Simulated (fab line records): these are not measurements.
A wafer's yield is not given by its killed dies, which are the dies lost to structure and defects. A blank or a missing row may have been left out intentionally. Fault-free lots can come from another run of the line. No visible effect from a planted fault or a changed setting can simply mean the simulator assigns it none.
Comparing a struck lot with a sound one | flow sky130 | 43 steps out of a route of 708
Sound: wafers L622.4, L622.5, L622.6. Wafers struck: L630.2, L630.3, L630.4. The cause is given at the end.
For every step that has rows: the tool of each side, followed by ch and its chambers, followed by its first start. Under that, the readings that differ: sound wafers | struck wafers | difference of the means | sigmas: that difference in standard deviations of wafers without a fault.
alike: readings whose means differ by less than 2 such deviations, and words and numbers that are the same on both sides. not compared: withheld readings, readings that some wafer has no value for, bounds like >300 that may hide the same value, and numbers for which the record gives no deviation and whose values overlap.
A row with sigmas, a row that says differs or no value, or rows on one side alone: a step with any of these is where the two part. Non-overlapping numbers with no deviation appear without sigmas and do not part them. A reading that every wafer of one side lacks parts them only if that side has two wafers or more.

first, 1 step without rows for these wafers: SKY_LI_CONTACT_CMP_02 (polishes PSG).
SKY_LI_CONTACT_BOW_MEAS_03:
  sound on film metro-02 at day 28 12:31; struck on film metro-03 at day 31 06:43
  alike: LI_CONTACT_BOW
then, 8 steps without rows for these wafers: SKY_LI_CONTACT_DEHYDRATE_04 (time 60 s); SKY_LI_CONTACT_HMDS_05 (prime time 60 s); SKY_LI_CONTACT_COAT_06 (resist thk 60 nm); SKY_LI_CONTACT_COAT_07 (resist thk 450 nm); SKY_LI_CONTACT_SOFTBAKE_08 (time 90 s); SKY_LI_CONTACT_EXPOSE_09 (exposes mask LICM1, target cd 170 nm); SKY_LI_CONTACT_PEB_10; SKY_LI_CONTACT_DEVELOP_11 (develop time 60 s).
SKY_LI_CONTACT_CD_MEAS_12: target cd 170 nm.
  sound on cd sem-01 at day 29 17:34; struck on cd sem-01 at day 32 10:20
  alike: cd nm
SKY_LI_CONTACT_OVL_MEAS_13:
  sound on overlay-01 at day 29 17:38; struck on overlay-01 at day 32 10:26
  alike: LI_CONTACT_OVL
SKY_LI_CONTACT_ETCH_14: etches BARC in N2/H2, stops on SiO2, time 45.9 s, target depth 60 nm.
  sound on rie diel-04 ch 1,2, day 29 17:40; struck on rie diel-02 ch 1,2,3, day 32 10:28
  alike: drypump motor current A, oes product au, throttle valve pct
  not compared: rf hours counter h
SKY_LI_CONTACT_ETCH_15: etches PSG in C4F8/O2/Ar, stops on Si, target depth 600 nm.
  sound on rie diel-04 ch 1,2, day 29 17:42; struck on rie diel-02 ch 1,2,3, day 32 10:31
  alike: oes product au
SKY_LI_CONTACT_STRIP_16: strips in O2/N2.
  sound on plasma asher-04 ch 0,1, day 29 17:49; struck on plasma asher-01 ch 0,1, day 32 10:36
  alike: drypump motor current A, oes product au, strip time to endpoint s
  not compared: rf hours counter h
then, 2 steps without rows for these wafers: SKY_LI_CONTACT_CLEAN_17 (cleans in NMP, time 600 s); SKY_LI_CONTACT_PRE_CLEAN_18 (time 5.6 s).
SKY_LI_CONTACT_SPUTTER_19: material Ti, target thk 20 nm, time 106.37 s.
  sound on pvd sputter-03 at day 29 18:05; struck on pvd sputter-02 at day 32 11:04
  alike: throttle valve pct
then, 2 steps without rows for these wafers: SKY_LI_CONTACT_SPUTTER_20 (material TiN, target thk 20 nm, time 80 s); SKY_LI_CONTACT_CVD_21 (deposits W, target thk 400 nm, time 120.56 s).
SKY_LI_CONTACT_RS_MEAS_22: measurement is done with a four-point probe.
  sound on film metro-03 at day 29 18:25; struck on film metro-04 at day 32 11:20
  alike: LI_CONTACT_W_RS
SKY_LI_CONTACT_THK_MEAS_23: measures by xrf.
  sound on film metro-03 at day 29 18:30; struck on film metro-04 at day 32 11:27
  alike: LI_CONTACT_W_THK
then, 2 steps without rows for these wafers: SKY_LI_CONTACT_CMP_24 (polishes, stops on PSG, t overpolish 20 s, target thk 0 nm); SKY_LOCAL_INTERCONNECT_SPUTTER_00 (material TiN, target thk 100 nm, time 83.3 s).
SKY_LOCAL_INTERCONNECT_RS_MEAS_01: measurement is done with a four-point probe.
  sound on film metro-02 at day 29 18:57; struck on film metro-02 at day 32 11:53
  alike: LOCAL_INTERCONNECT_TIN_RS
SKY_LOCAL_INTERCONNECT_THK_MEAS_02: measures by xrf.
  sound on film metro-02 at day 29 19:02; struck on film metro-02 at day 32 12:00
  alike: LOCAL_INTERCONNECT_TIN_THK
then, 8 steps without rows for these wafers: SKY_LOCAL_INTERCONNECT_DEHYDRATE_03 (time 60 s); SKY_LOCAL_INTERCONNECT_HMDS_04 (prime time 60 s); SKY_LOCAL_INTERCONNECT_COAT_05 (resist thk 60 nm); SKY_LOCAL_INTERCONNECT_COAT_06 (resist thk 450 nm); SKY_LOCAL_INTERCONNECT_SOFTBAKE_07 (time 90 s); SKY_LOCAL_INTERCONNECT_EXPOSE_08 (exposes mask LI1M, target cd 170 nm); SKY_LOCAL_INTERCONNECT_PEB_09; SKY_LOCAL_INTERCONNECT_DEVELOP_10 (develop time 60 s).
SKY_LOCAL_INTERCONNECT_CD_MEAS_11: target cd 170 nm.
  sound on cd sem-02 at day 30 23:47; struck on cd sem-02 at day 33 16:10
  alike: cd nm
SKY_LOCAL_INTERCONNECT_OVL_MEAS_12:
  sound on overlay-01 at day 30 23:52; struck on overlay-01 at day 33 16:17
  alike: LOCAL_INTERCONNECT_OVL
SKY_LOCAL_INTERCONNECT_ETCH_13: etches BARC in N2/H2, stops on SiO2, time 45.9 s, target depth 60 nm.
  sound on rie metal-03 ch 0,1, day 30 23:55; struck on rie metal-04 ch 0,1, day 33 16:19
  alike: drypump motor current A, oes product au, throttle valve pct
  not compared: rf hours counter h
then, 1 step without rows for these wafers: SKY_LOCAL_INTERCONNECT_METAL_ETCH_14 (etches TiN in Cl2/BCl3, stops on PSG, target depth 110 nm, time 31.4 s).
SKY_LOCAL_INTERCONNECT_STRIP_15: strips in O2/N2.
  sound on plasma asher-03 ch 0,1, day 31 00:02; struck on plasma asher-02 ch 0,1, day 33 16:25
  alike: drypump motor current A, oes product au, strip time to endpoint s
  not compared: rf hours counter h
then, 3 steps without rows for these wafers: SKY_LOCAL_INTERCONNECT_STRIP_16 (strips in post etch residue remover, time 1200 s); SKY_LOCAL_INTERCONNECT_CLEAN_17 (cleans in IPA, time 180 s); SKY_LOCAL_INTERCONNECT_CLEAN_18 (cleans in O3/DIW).
-- record jumps: 15 days separate the struck wafers' starts on either side; left off in module LOCAL_INTERCONNECT, taken up again in module PAD_OPEN, whose first shown step is the route's number 708 --
SKY_PAD_OPEN_PROBE_99:
  rows exist in the record for the struck wafers here (prober-01, day 48 04:29), but not for the sound ones

WHERE THEY PART
Only at SKY_PAD_OPEN_PROBE_99, as far as this record shows.

WHY: whatever the simulator had introduced
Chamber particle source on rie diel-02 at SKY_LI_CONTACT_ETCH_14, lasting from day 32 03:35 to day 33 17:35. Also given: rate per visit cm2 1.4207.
